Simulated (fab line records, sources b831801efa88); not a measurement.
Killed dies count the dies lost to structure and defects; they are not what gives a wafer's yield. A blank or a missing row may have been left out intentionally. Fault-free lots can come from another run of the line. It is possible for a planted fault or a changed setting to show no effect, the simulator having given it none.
A single fault, viewed from 2 desks -- flow gf180mcu -- only its own numbers are on each desk; what lay behind them is given at the end

FROM THE METROLOGY DESK
Means of the sampled wafers that have a number, per lot and without regard to the tool the lot ran on: this is what the gauges read. Marked OUT: a lot whose mean sits more than 4 standard deviations from the usual mean, which makes it out of limits; the brackets give that distance.
Columns: A = NSD_OVL at GF_NSD_OVL_MEAS_08, usual 0.7 nm; B = PSD_TW at GF_PSD_TW_MEAS_11, usual 3187; C = NSD_RS at GF_PSD_RS_MEAS_14, usual 46.12 ohm/sq
lot,first seen here,A,B,C
L569,day 13 09:24,0.3,3208,46.06
L570,day 13 13:43,1.6,3207,46.19
L572,day 14 07:35,1.3,3196,46.22
L576,day 15 19:37,-1.3,3167,46.17
L577,day 16 01:59,0.2,3167,46.11
L578,day 16 09:49,1.0,3158,46.18
L579,day 16 19:58,2.8,3217,46.14
L581,day 17 10:50,0.9,3199,46.22
L582,day 17 20:03,3.0,3206,46.54 (+5.2) OUT
L583,day 18 01:16,-1.3,3163,46.50 (+4.8) OUT
L584,day 18 09:40,-1.0,3169,46.38
L590,day 20 22:16,1.4,3203,46.10
L591,day 21 02:02,-1.0,3189,46.11
L592,day 21 10:23,2.4,3202,46.06
This desk reports L582, L583 out of limits; the earliest was L582 at day 18 20:45 (NSD_RS at GF_PSD_RS_MEAS_14). Within limits: L569, L570, L572, L576, L577, L578, L579, L581, L584, L590, L591, L592.

AT THE TOOL OWNER'S DESK: implanter-01
The tool's own readings at GF_NSD_IMPLANT_10: means of the sampled wafers that have a number, for each lot that ran on this tool. Marked OUT: a lot whose mean sits more than 4 standard deviations from the usual mean, which makes it out of limits; the brackets give that distance.
Columns: A = beam_on_s at GF_NSD_IMPLANT_10, usual 9.98 s; B = faraday_current_uA at GF_NSD_IMPLANT_10, usual 2793
lot,first seen here,A,B
L570,day 13 13:54,9.91,2811
L577,day 16 02:13,9.78,2848
L578,day 16 09:59,9.94,2804
L582,day 17 20:16,9.19,3053 (+4.8) OUT
L583,day 18 01:26,8.96 (-5.1) OUT,3121 (+6.1) OUT
L584,day 18 09:52,9.48,2957
L590,day 20 22:31,9.94,2801
L591,day 21 02:13,9.94,2811
Finding of this desk: L582, L583 out of limits; the first was L582 at day 17 20:16, on faraday_current_uA at GF_NSD_IMPLANT_10. Within limits: L570, L577, L578, L584, L590, L591.

BROUGHT TOGETHER
The tool owner's desk had the chance to raise an alarm at day 17 20:16 on L582, L583.
L582, L583 would have let the metrology desk raise an alarm at day 18 20:45.
GF_NSD_IMPLANT_10 was run on implanter-01 by each of the lots named.

WHAT THE SIMULATOR PUT IN
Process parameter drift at GF_NSD_IMPLANT_10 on implanter-01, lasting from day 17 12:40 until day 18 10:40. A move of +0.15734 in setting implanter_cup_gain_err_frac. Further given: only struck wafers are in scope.
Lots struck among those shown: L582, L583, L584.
Counting hours from when the fault started, the first reading out of limits came at 8 for the tool owner's desk and at 32 for the metrology desk.
